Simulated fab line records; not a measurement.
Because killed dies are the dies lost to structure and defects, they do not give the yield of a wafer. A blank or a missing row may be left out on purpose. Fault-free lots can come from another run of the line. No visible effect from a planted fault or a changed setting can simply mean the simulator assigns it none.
fab line records	flow sky130
[record] lots = 5	wafers = 15	last-day = 50
route steps=708 shown METAL2@495 VIA2@507 PAD_OPEN@708
lots with no fault: from the same line, run without faults
start-h: the number of hours between the record's first day and the start of the first shown wafer of the lot	wait-h: how many hours have passed since the lot's step before this one	" unchanged from the row above	L1.1+2: a single row standing in for several wafers	- no value, or no start was given	* or withheld: withheld	< > ~ a bound
route shown NAME@n: a module of which the file shows steps, and the number in the route of the first	usual: the fault-free wafers' mean and standard deviation	same: alike in all rows	chamber/n: place in a boat	sites: each site's reading	_std_site: their standard deviation	_edge_site: inner sites' mean taken away from outer sites' mean	radius-mm: for every site, how far away it sits from the centre of the wafer	mask NAME#n: copy n	behind: the most recent tool/chamber to have shaped the wafer	hold: why the lot went on hold/how many hours it stayed there/how the hold came to an end	device: whichever transistor did not switch (one of n, p or np)	end of line: tests run on the same wafers once the route is complete	a step given without rows: its recipe and nothing more	killed: not the wafer's yield, but the dies lost to structure and defects at the first sort	map: per-die view of a wafer (x killed, . not killed, _ where there is no die)
set.NAME: the setting the step ran with; set.NAME@STEP: the setting that earlier step ran with	model.NAME: the simulator's own value behind a step, which no gauge read
certain route steps with their lots: each step a table, each wafer a row
services: a tool's chamber out of use, with start hour (start-h, from the record's first day; less than 0 if before it), hours out, and reason
[[steps]]
[step SKY_METAL2_EXPOSE_12]
[recipe] mask-id = MM2	na = 0.8	source-shape = annular	sigma-inner = 0.55	sigma-outer = 0.85	target-cd-nm = 140	dose-mj = 28
[step SKY_METAL2_PEB_13]
[recipe] peb-temp-c = withheld	peb-time-s = withheld	resist = KrF-thick
[step SKY_METAL2_DEVELOP_14]
[recipe] develop-time-s = 60	resist = KrF-thick	dev-temp-c = 21
[step SKY_METAL2_CD_MEAS_15]
[recipe] target-cd-nm = 140
[usual] cd-nm = 139.9/1.5
lot.wafer	tool	chamber	start-h	wait-h	cd-nm
L122.2	cd-sem-01	-	849.55	-	137.1
L122.3	"	-	"	"	137.3
L122.6	"	-	"	"	138.2
L123.1	cd-sem-01	-	864.08	-	141.8
L123.2	"	-	"	"	138.7
L123.3	"	-	"	"	140.2
L133.1	cd-sem-02	-	930.56	-	140.1
L133.3	"	-	"	"	140.0
L133.6	"	-	"	"	140.0
L141.4	cd-sem-01	-	982.01	-	140.4
L141.5	"	-	"	"	139.3
L141.6	"	-	"	"	139.0
L142.1	cd-sem-01	-	987.03	-	140.3
L142.2	"	-	"	"	142.1
L142.3	"	-	"	"	140.3
[step SKY_METAL2_OVL_MEAS_16]
[usual] METAL2_OVL = 1/5.7
lot.wafer	tool	chamber	start-h	wait-h	METAL2_OVL[nm]
L122.2	overlay-01	-	849.66	0.1	2
L122.3	"	-	"	"	3
L122.6	"	-	"	"	1
L123.1	overlay-02	-	864.20	0.1	7
L123.2	"	-	"	"	-1
L123.3	"	-	"	"	3
L133.1	overlay-02	-	930.68	0.1	1
L133.3	"	-	"	"	1
L133.6	"	-	"	"	-3
L141.4	overlay-02	-	982.09	0.1	3
L141.5	"	-	"	"	-6
L141.6	"	-	"	"	0
L142.1	overlay-01	-	987.15	0.1	2
L142.2	"	-	"	"	5
L142.3	"	-	"	"	6
[step SKY_METAL2_DESCUM_17]
[recipe] chemistry = O2	source-power-w = 150	bias-power-w = 0	pressure-mtorr = 10	temp-c = 40	time-s = 8
[usual] drypump-motor-current-A = 5.5/0.52	he-backside-leak-sccm = 3.3/0.35	oes-product-au = 1.005/0.0097	rf-fwd-power-W = 146.7/0.76
[same] time-s = 8
lot.wafer	tool	chamber	start-h	wait-h	drypump-motor-current-A	he-backside-leak-sccm	oes-product-au	rf-fwd-power-W	rf-hours-counter-h
L122.2	rie-metal-03	1	849.69	0.0	5.8	3.2	1.013	145.7	5
L122.3	"	0	"	"	5.0	3.3	1.018	147.0	-
L122.6	"	0	"	"	5.0	3.4	1.015	147.0	-
L123.1	rie-metal-02	1	864.24	0.0	6.3	3.3	0.984	146.8	4
L123.2	"	0	"	"	6.0	3.5	1.008	146.6	9
L123.3	"	0	"	"	6.0	3.4	0.998	147.1	-
L133.1	rie-metal-01	1	930.71	0.0	4.9	3.0	1.000	148.3	14
L133.3	"	1	"	"	4.9	3.1	1.006	147.3	-
L133.6	"	1	"	"	4.9	3.0	0.996	147.4	-
L141.4	rie-metal-02	0	982.12	0.0	6.0	3.3	1.011	147.5	-
L141.5	"	1	"	"	6.3	3.0	0.988	147.4	-
L141.6	"	0	"	"	6.0	3.0	1.007	148.2	-
L142.1	rie-metal-02	0	987.19	0.0	6.0	3.3	1.014	147.6	15
L142.2	"	1	"	"	6.4	3.1	0.987	147.8	11
L142.3	"	1	"	"	6.3	3.2	0.987	147.0	-
[step SKY_METAL2_ETCH_18]
[recipe] chemistry = N2/H2	target = BARC	ion-energy-ev = 200	bias-w = 100	pressure-mtorr = 30	n2-flow-sccm = 100	h2-flow-sccm = 200	icp-w = 500	stop-on = SiO2	time-s = 45.9	target-depth-a = 600
[usual] drypump-motor-current-A = 5.5/0.51	he-backside-leak-sccm = 3.29/0.29	oes-product-au = 0.855/0.0043	rf-fwd-power-W = 493.9/2.2	throttle-valve-pct = 13.226/0.0091
[same] time-s = 45.9
lot.wafer	tool	chamber	start-h	wait-h	drypump-motor-current-A	he-backside-leak-sccm	oes-product-au	rf-fwd-power-W	rf-hours-counter-h	throttle-valve-pct
L122.2	rie-metal-03	1	849.73	0.0	5.8	3.10	0.856	494.1	5	13.233
L122.3	"	0	"	"	5.0	3.21	0.854	489.4	-	13.227
L122.6	"	0	"	"	5.0	3.22	0.848	490.1	-	13.230
L123.1	rie-metal-02	1	864.27	0.0	6.4	3.23	0.855	495.3	4	13.226
L123.2	"	0	"	"	6.0	3.10	0.842	496.1	9	13.214
L123.3	"	0	"	"	6.0	3.10	0.859	496.9	-	13.218
L133.1	rie-metal-01	1	930.74	0.0	4.9	3.22	0.860	494.2	14	13.231
L133.3	"	1	"	"	4.9	3.09	0.860	496.5	-	13.240
L133.6	"	1	"	"	4.9	3.07	0.854	496.4	-	13.221
L141.4	rie-metal-02	0	982.16	0.0	6.0	3.34	0.856	496.1	-	13.228
L141.5	"	1	"	"	6.3	3.13	0.859	495.3	-	13.214
L141.6	"	0	"	"	6.0	3.16	0.846	497.1	-	13.222
L142.1	rie-metal-02	0	987.22	0.0	6.0	3.29	0.850	496.0	15	13.217
L142.2	"	1	"	"	6.4	3.38	0.858	496.7	11	13.222
L142.3	"	1	"	"	6.4	3.15	0.855	495.4	-	13.218
[step SKY_METAL2_METAL_ETCH_19]
[recipe] target-depth-a = 3600	stop-on = SiO2	over-etch-frac = 0.3	time-s = 78	chemistry = Cl2/BCl3	resist-sidewall-deg = 88	pressure-mtorr = 10	icp-w = 900	bias-w = 48.5	Cl2_flow_sccm = 60	bcl3-flow-sccm = 30
[usual] drypump-motor-current-A = 5.5/0.51	he-backside-leak-sccm = 3.30/0.26	oes-product-au = 0.855/0.0053	rf-fwd-power-W = 893/3	throttle-valve-pct = 22.264/0.0089
[same] time-s = 78
lot.wafer	tool	chamber	start-h	wait-h	drypump-motor-current-A	he-backside-leak-sccm	oes-product-au	rf-fwd-power-W	rf-hours-counter-h	throttle-valve-pct
L122.2	rie-metal-03	1	849.81	0.1	5.8	3.10	0.854	892	5	22.254
L122.3	"	0	"	"	5.0	3.27	0.858	888	-	22.254
L122.6	"	0	"	"	5.0	3.24	0.852	887	-	22.256
L123.1	rie-metal-02	1	864.33	0.0	6.4	3.34	0.860	897	4	22.259
L123.2	"	0	"	"	6.0	3.54	0.857	895	9	22.274
L123.3	"	0	"	"	6.0	3.33	0.856	894	-	22.274
L133.1	rie-metal-01	1	930.81	0.0	4.9	3.25	0.850	897	14	22.263
L133.3	"	1	"	"	4.9	3.28	0.851	898	-	22.269
L133.6	"	1	"	"	4.9	3.19	0.847	898	-	22.277
L141.4	rie-metal-02	0	982.23	0.1	6.0	3.34	0.863	897	-	22.271
L141.5	"	1	"	"	6.3	2.96	0.845	893	-	22.250
L141.6	"	0	"	"	6.0	3.46	0.857	900	-	22.273
L142.1	rie-metal-02	0	987.28	0.0	6.0	3.57	0.846	893	15	22.278
L142.2	"	1	"	"	6.3	3.15	0.845	893	11	22.261
L142.3	"	1	"	"	6.3	3.19	0.850	897	-	22.270
[step SKY_METAL2_STRIP_20]
[recipe] chemistry = O2/N2	power-w = 1400	pressure-mtorr = 1500	platen-temp-c = withheld	o2-flow-sccm = 3000	n2-flow-sccm = 300	overash-fraction = 0.5
[usual] drypump-motor-current-A = 5.8/0.43	oes-product-au = 0.341/0.0047	strip-time-to-endpoint-s = 2.68/0.045
lot.wafer	tool	chamber	start-h	wait-h	drypump-motor-current-A	oes-product-au	rf-hours-counter-h	strip-time-to-endpoint-s
L122.2	plasma-asher-01	1	849.93	0.1	5.6	0.334	102	2.66
L122.3	"	0	"	"	6.4	0.335	-	2.63
L122.6	"	1	"	"	5.6	0.337	-	2.64
L123.1	plasma-asher-03	1	864.42	0.1	6.0	0.350	12	2.75
L123.2	"	0	"	"	5.2	0.346	12	2.72
L123.3	"	1	"	"	6.0	0.338	-	2.67
L133.1	plasma-asher-01	0	930.90	0.1	6.4	0.341	110	2.72
L133.3	"	0	"	"	6.4	0.337	-	2.73
L133.6	"	1	"	"	5.6	0.353	-	2.75
L141.4	plasma-asher-02	1	982.33	0.1	5.4	0.337	-	2.60
L141.5	"	0	"	"	5.5	0.338	-	2.71
L141.6	"	1	"	"	5.5	0.344	-	2.60
L142.1	plasma-asher-01	1	987.37	0.1	5.6	0.340	117	2.66
L142.2	"	0	"	"	6.4	0.350	117	2.78
L142.3	"	1	"	"	5.6	0.350	-	2.76
[step SKY_METAL2_STRIP_21]
[recipe] chemistry = post-etch-residue-remover	time-s = 1200	temp-c = 72.5
[step SKY_METAL2_CLEAN_22]
[recipe] chemistry = IPA	time-s = 180	temp-c = 25
[step SKY_METAL2_CLEAN_23]
[recipe] chemistry = O3/DIW	dry = n2-spin
[step SKY_VIA2_HDPCVD_00]
[recipe] material = SiO2	target-thk-nm = 1180	sigma-open-frac = 0.3	time-s = 196.7	temp-c = 400	sih4-flow-sccm = 60	pressure-mtorr = 6
[usual] run-length-s = 224.6/0.49
lot.wafer	tool	chamber	start-h	wait-h	run-length-s	model.SiO2_of_VIA2_HDPCVD_00.thk-nm
L122.2	hdpcvd-02	0	850.62	0.0	225.6	1171
L122.3	"	1	"	"	224.3	1169
L122.6	"	1	"	"	224.4	1178
L123.1	hdpcvd-01	2	865.01	0.0	224.6	1196
L123.2	"	0	"	"	289.7	1570
L123.3	"	2	"	"	225.1	1197
L133.1	hdpcvd-01	2	931.50	0.0	224.7	1191
L133.3	"	1	"	"	224.5	1187
L133.6	"	2	"	"	224.7	1173
L141.4	hdpcvd-01	2	982.95	0.1	224.8	1197
L141.5	"	1	"	"	224.5	1184
L141.6	"	0	"	"	224.8	1189
L142.1	hdpcvd-01	1	987.96	0.0	224.7	1183
L142.2	"	2	"	"	224.4	1188
L142.3	"	0	"	"	224.6	1178
[step SKY_VIA2_THK_MEAS_01]
[recipe] reads = SiO2_of_VIA2_HDPCVD_00
[usual] VIA2_HDPCVD_THK = 1177/10
lot.wafer	tool	chamber	start-h	wait-h	hold	VIA2_HDPCVD_THK[nm]
L122.2	film-metro-02	-	850.76	0.1	-	1170
L122.3	"	-	"	"	-	1170
L122.6	"	-	"	"	-	1178
L123.1	film-metro-02	-	865.20	0.1	await-dispo/0.2h/release	1196
L123.2	"	-	"	"	await-dispo/0.2h/release	1569
L123.3	"	-	"	"	await-dispo/0.2h/release	1196
L123.1	film-metro-02	-	865.43	0.2	-	1196
L123.2	"	-	"	"	-	1569
L123.3	"	-	"	"	-	1197
L133.1	film-metro-02	-	931.63	0.1	-	1190
L133.3	"	-	"	"	-	1187
L133.6	"	-	"	"	-	1173
L141.4	film-metro-02	-	983.04	0.0	-	1198
L141.5	"	-	"	"	-	1184
L141.6	"	-	"	"	-	1189
L142.1	film-metro-04	-	988.09	0.1	-	1183
L142.2	"	-	"	"	-	1188
L142.3	"	-	"	"	-	1177
[step SKY_VIA2_CMP_02]
[recipe] material = SiO2	down-force-psi = 4	platen-rpm = 60	pad-velocity-m-s = 0.94248
[usual] motor-current-A = 11.3/1.2
lot.wafer	tool	chamber	start-h	wait-h	hold	motor-current-A
L122.2	cmp-01	3	850.86	0.1	-	10.5
L122.3	"	0	"	"	-	11.3
L122.6	"	2	"	"	-	10.6
L123.2	cmp-02	3	870.55	5.1	await-dispo/5.1h/release	9.9
L123.1	"	1	"	"	await-dispo/5.1h/release	12.8
L123.3	"	2	"	"	await-dispo/5.1h/release	11.2
L133.3	cmp-01	1	931.74	0.1	-	11.0
L133.1	"	2	"	"	-	11.0
L133.6	"	0	"	"	-	11.5
L141.4	cmp-02	2	983.07	0.0	-	10.6
L141.5	"	2	"	"	-	10.3
L141.6	"	3	"	"	-	9.6
L142.3	cmp-01	2	988.15	0.0	-	10.6
L142.2	"	3	"	"	-	10.8
L142.1	"	1	"	"	-	10.9
[step SKY_PAD_OPEN_PROBE_99]
[usual] defect-limited-yield = 82.6/2.2	killed_at_M0_to_M3 = 43/7.9	killed_at_M4_up = 2.9/1.8	killed-at-contacts = 24/5.5	killed-at-front-end = 15/4.2	killed-at-other = 0.2/0.46	killed-dies = 86/11	killed-open = 47/8.1	killed-short = 39/6.4	sort_bin_3_pad_short = 0.9/0.44	sort_bin_5_function = 10.3/1.4	sort_bin_6_memory = 6.3/1.3	sort-n-pass = 406/11	sort-yield-pct = 82.6/2.2
[same] gross-dies = 492	killed-at-back-side = 0	sort_bin_4_leakage[%] = 0	sort_bin_8_speed[%] = 0
lot.wafer	tool	chamber	start-h	wait-h	defect-limited-yield[%]	killed_at_M0_to_M3	killed_at_M4_up	killed-at-contacts	killed-at-front-end	killed-at-other	killed-dies	killed-open	killed-short	sort_bin_3_pad_short[%]	sort_bin_5_function[%]	sort_bin_6_memory[%]	sort-n-pass	sort-yield-pct[%]
L122.2	prober-02	-	1100.25	0.1	85.8	33	3	14	20	0	70	43	27	1.0	7.3	5.9	422	85.8
L122.3	prober-02	-	1100.30	0.2	84.6	39	5	20	12	0	76	40	36	0.2	8.3	6.9	416	84.6
L122.6	prober-02	-	1100.45	0.2	83.3	43	4	23	11	1	82	45	37	0.8	9.1	6.7	410	83.3
L123.1	prober-01	-	1111.16	0.1	81.7	40	5	29	16	0	90	47	43	1.0	10.2	7.1	402	81.7
L123.2	prober-01	-	1111.21	0.1	84.8	32	4	27	12	0	75	48	27	1.4	8.5	5.3	417	84.8
L123.3	prober-01	-	1111.26	0.2	84.8	37	0	25	13	0	75	36	39	0.4	8.5	6.3	417	84.8
L133.1	prober-01	-	1163.35	0.1	85.4	38	3	20	11	0	72	42	30	1.8	8.3	4.5	420	85.4
L133.3	prober-01	-	1163.45	0.2	83.7	45	3	21	11	0	80	43	37	1.0	9.8	5.5	412	83.7
L133.6	prober-01	-	1163.60	0.2	87.4	18	2	26	16	0	62	38	24	0.8	6.3	5.5	430	87.4
L141.4	prober-01	-	1197.03	0.2	80.7	54	3	19	18	1	95	58	37	1.0	12.2	6.1	397	80.7
L141.5	prober-01	-	1197.08	0.2	81.9	49	2	20	18	0	89	51	38	2.4	10.6	5.1	403	81.9
L141.6	prober-01	-	1197.13	0.2	82.7	42	5	18	19	1	85	50	35	0.4	11.8	5.1	407	82.7
L142.1	prober-02	-	1200.66	0.1	85.8	34	2	16	18	0	70	31	39	0.6	8.3	5.3	422	85.8
L142.2	prober-02	-	1200.71	0.1	83.9	38	1	24	16	0	79	40	39	0.6	9.1	6.3	413	83.9
L142.3	prober-02	-	1200.76	0.2	83.5	37	1	24	19	0	81	42	39	1.2	9.6	5.7	411	83.5
// killed by level:class
L122.2 VIA1:geometric-particle:open=9 VIA2:geometric-particle:open=8 FIELD_ISO:geometric-particle:open=6 METAL2:geometric-particle:short=6 LI_CONTACT:geometric-particle:open=5 CONTACT:geometric-particle:open=4 FIELD_ISO:geometric-particle:short=3 METAL4:geometric-particle:short=3
L122.3 VIA1:geometric-particle:open=10 CONTACT:geometric-particle:open=7 METAL2:geometric-particle:short=6 VIA2:geometric-particle:open=6 LI_CONTACT:geometric-particle:open=5 CONTACT:geometric-particle:short=4 VIA1:geometric-particle:short=4 VIA2:geometric-particle:short=4
L122.6 VIA1:geometric-particle:open=11 VIA2:geometric-particle:open=8 LOCAL_INTERCONNECT:geometric-particle:short=7 CONTACT:geometric-particle:open=7 METAL1:geometric-particle:open=5 VIA3:geometric-particle:open=5 METAL1:geometric-particle:short=4 CONTACT:geometric-particle:short=4
L123.1 VIA1:geometric-particle:open=14 CONTACT:geometric-particle:open=11 VIA1:geometric-particle:short=8 FIELD_ISO:geometric-particle:short=7 LI_CONTACT:geometric-particle:open=7 CONTACT:geometric-particle:short=6 FIELD_ISO:geometric-particle:open=4 VIA2:geometric-particle:open=4
L123.2 CONTACT:geometric-particle:open=14 POLY_GATE:geometric-particle:open=6 VIA1:geometric-particle:open=6 VIA2:geometric-particle:open=6 LI_CONTACT:geometric-particle:open=5 FIELD_ISO:geometric-particle:open=4 METAL2:geometric-particle:short=4 CONTACT:geometric-particle:short=4
L123.3 CONTACT:geometric-particle:short=6 LOCAL_INTERCONNECT:geometric-particle:short=6 CONTACT:geometric-particle:open=6 VIA1:geometric-particle:open=6 VIA3:geometric-particle:open=6 LI_CONTACT:geometric-particle:open=5 METAL1:geometric-particle:short=5 VIA2:geometric-particle:open=5
L133.1 VIA1:geometric-particle:open=8 VIA3:geometric-particle:open=7 CONTACT:geometric-particle:open=6 LI_CONTACT:geometric-particle:open=5 LOCAL_INTERCONNECT:geometric-particle:short=4 CONTACT:geometric-particle:short=4 METAL2:geometric-particle:short=4 VIA2:geometric-particle:open=4
L133.3 VIA1:geometric-particle:open=11 VIA2:geometric-particle:open=9 LI_CONTACT:geometric-particle:open=6 LOCAL_INTERCONNECT:geometric-particle:short=6 VIA3:geometric-particle:open=5 POLY_GATE:geometric-particle:short=4 METAL1:geometric-particle:short=4 VIA1:geometric-particle:short=4
L133.6 CONTACT:geometric-particle:open=13 POLY_GATE:geometric-particle:short=7 VIA3:geometric-particle:open=6 LI_CONTACT:geometric-particle:open=5 POLY_GATE:geometric-particle:open=4 LOCAL_INTERCONNECT:geometric-particle:short=4 METAL1:geometric-particle:short=4 CONTACT:geometric-particle:short=3
L141.4 VIA2:geometric-particle:open=12 VIA1:geometric-particle:open=10 VIA3:geometric-particle:open=9 LI_CONTACT:geometric-particle:open=8 FIELD_ISO:geometric-particle:short=6 POLY_GATE:geometric-particle:open=6 VIA1:geometric-particle:short=6 CONTACT:geometric-particle:open=5
L141.5 VIA1:geometric-particle:open=12 LI_CONTACT:geometric-particle:open=11 VIA2:geometric-particle:open=10 VIA3:geometric-particle:open=8 POLY_GATE:geometric-particle:short=6 VIA1:geometric-particle:short=5 METAL2:geometric-particle:short=5 POLY_GATE:geometric-particle:open=4
L141.6 VIA1:geometric-particle:open=12 CONTACT:geometric-particle:open=7 METAL2:geometric-particle:short=7 VIA2:geometric-particle:open=6 POLY_GATE:geometric-particle:open=5 POLY_GATE:geometric-particle:short=5 LI_CONTACT:geometric-particle:open=5 VIA3:geometric-particle:open=4
L142.1 FIELD_ISO:geometric-particle:short=11 METAL1:geometric-particle:short=6 VIA3:geometric-particle:open=6 LI_CONTACT:geometric-particle:open=5 FIELD_ISO:geometric-particle:open=4 CONTACT:geometric-particle:open=4 VIA1:geometric-particle:short=4 VIA1:geometric-particle:open=4
L142.2 METAL1:geometric-particle:short=8 CONTACT:geometric-particle:open=7 VIA3:geometric-particle:open=7 FIELD_ISO:geometric-particle:open=6 CONTACT:geometric-particle:short=6 METAL3:geometric-particle:short=6 LI_CONTACT:geometric-particle:open=5 FIELD_ISO:geometric-particle:short=4
L142.3 CONTACT:geometric-particle:open=8 VIA1:geometric-particle:open=6 VIA2:geometric-particle:open=6 LI_CONTACT:geometric-particle:open=5 LOCAL_INTERCONNECT:geometric-particle:short=5 VIA1:geometric-particle:short=5 VIA3:geometric-particle:open=5 POLY_GATE:geometric-particle:open=4
[[services]]
tool	chamber	start-h	hours	kind
cmp-01	-	826.16	7.2	pm
plasma-asher-02	-	832.77	9.1	repair
rie-metal-01	0	850.49	3.7	repair
hdpcvd-01	1	860.31	10.5	repair
rie-metal-03	-	873.94	1.0	repair
rie-metal-01	-	883.66	4.3	pm
cmp-02	-	897.99	7.2	pm
hdpcvd-02	-	907.10	6.0	pm
hdpcvd-01	-	908.54	0.8	repair
cmp-02	-	912.15	2.3	repair
cmp-02	-	914.48	4.0	pm
cmp-02	-	918.48	-	consumable-replace:conditioner
cmp-02	-	918.48	-	consumable-replace:pad
cmp-01	-	928.09	1.7	repair
plasma-asher-03	-	933.84	14.6	pm
rie-metal-02	0	936.27	11.3	repair
rie-metal-01	1	936.99	5.2	repair
rie-metal-01	-	943.99	0.8	repair
hdpcvd-02	-	950.25	15.0	pm
hdpcvd-02	0	950.25	15.0	vent-cycle
hdpcvd-01	1	951.33	6.7	repair
cmp-02	-	967.55	2.0	repair
cmp-01	-	976.78	0.6	repair
plasma-asher-03	-	985.53	1.4	repair
[[key]]
[first-sign] step = SKY_VIA2_HDPCVD_00	reading = run-length-s	direction = up	sigmas = 99+	usual = *	struck = *
[effect] step = SKY_VIA2_THK_MEAS_01	reading = visit	direction = added
[effect] step = SKY_VIA2_THK_MEAS_01	reading = VIA2_HDPCVD_THK	direction = up	sigmas = 39	usual = 1177	struck = 1569
[model-effect] step = SKY_VIA2_HDPCVD_00	value = SiO2_of_VIA2_HDPCVD_00.thk-nm	without = 1178	struck = 1570
met-at SKY_VIA2_HDPCVD_00
struck-wafers L123.2
[fault] kind = process-parameter-drift	tool = hdpcvd-01	chamber = 0	onset-h = 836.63	steps = SKY_VIA2_HDPCVD_00	channel = time-s	offset = *	shape = step	end-h = 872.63	acts-in = *	stated = *
